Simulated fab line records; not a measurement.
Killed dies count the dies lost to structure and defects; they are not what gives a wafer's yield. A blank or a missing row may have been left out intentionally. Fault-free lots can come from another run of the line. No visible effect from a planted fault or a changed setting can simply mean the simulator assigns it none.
One fault through the eyes of 2 desks | flow sky130 | what lay behind the numbers comes last; until then each desk has only its own

== AT THE METROLOGY DESK ==
Means of the sampled wafers that have a number, per lot and without regard to the tool the lot ran on: this is what the gauges read. If a lot's mean is further than 4 standard deviations from the usual mean, the lot is out of limits and carries the mark OUT (the distance appears in the brackets).
Columns: A = cd_nm at SKY_METAL3_CD_MEAS_13, usual 299.8 nm; B = VIA3_BOW at SKY_VIA3_BOW_MEAS_03, usual 79 um
lot  | first seen here | A     | B
L565 | day 39 05:11    | 300.5 | 76
L566 | day 39 09:41    | 299.4 | 76
L567 | day 39 11:43    | 300.0 | 76
L568 | day 39 19:40    | 301.0 | 71
L569 | day 40 03:05    | 299.3 | 82
L570 | day 40 11:31    | 298.5 | 82
L572 | day 41 04:22    | 296.9 | 80
L576 | day 42 06:46    | 300.3 | 83
L582 | day 43 12:38    | 299.9 | 81
L583 | day 44 04:17    | 300.4 | 79
L584 | day 44 08:31    | 300.1 | 74
L585 | day 44 11:52    | 300.3 | 75
L586 | day 44 18:08    | 300.6 | 85
L587 | day 44 22:41    | 302.3 | 83
Result from this desk: across the 14 lots, nothing is out of limits.

== TOOL OWNER'S DESK, krf_scanner-01 ==
The tool's own readings at SKY_VIA3_EXPOSE_09 (exposes mask VIM3, target cd 200 nm): means of the sampled wafers that have a number, for each lot that ran on this tool. If a lot's mean is further than 4 standard deviations from the usual mean, the lot is out of limits and carries the mark OUT (the distance appears in the brackets).
Columns: A = exposure_dose_mJ_cm2 at SKY_VIA3_EXPOSE_09, usual 37.97; B = focus_offset_nm at SKY_VIA3_EXPOSE_09, usual 0.1 nm; C = reticle_temp_C at SKY_VIA3_EXPOSE_09, usual 22.98 C
lot  | first seen here | A     | B    | C
L567 | day 40 01:51    | 38.00 | 0.7  | 22.94
L568 | day 40 09:56    | 38.04 | 0.5  | 22.86
L569 | day 40 16:41    | 37.99 | 0.3  | 22.95
L570 | day 41 01:47    | 38.03 | 0.3  | 23.01
L584 | day 44 20:53    | 37.96 | -0.1 | 22.99
L585 | day 45 00:34    | 37.95 | -0.2 | 23.08
L586 | day 45 07:11    | 37.99 | -0.1 | 23.00
L587 | day 45 11:31    | 37.98 | -0.0 | 22.93
Result from this desk: across the 8 lots, nothing is out of limits.

== PUT TOGETHER ==
The metrology desk saw nothing out of limits.
Nothing out of limits was seen by the tool owner's desk.

== WHAT THE SIMULATOR HAD PUT IN ==
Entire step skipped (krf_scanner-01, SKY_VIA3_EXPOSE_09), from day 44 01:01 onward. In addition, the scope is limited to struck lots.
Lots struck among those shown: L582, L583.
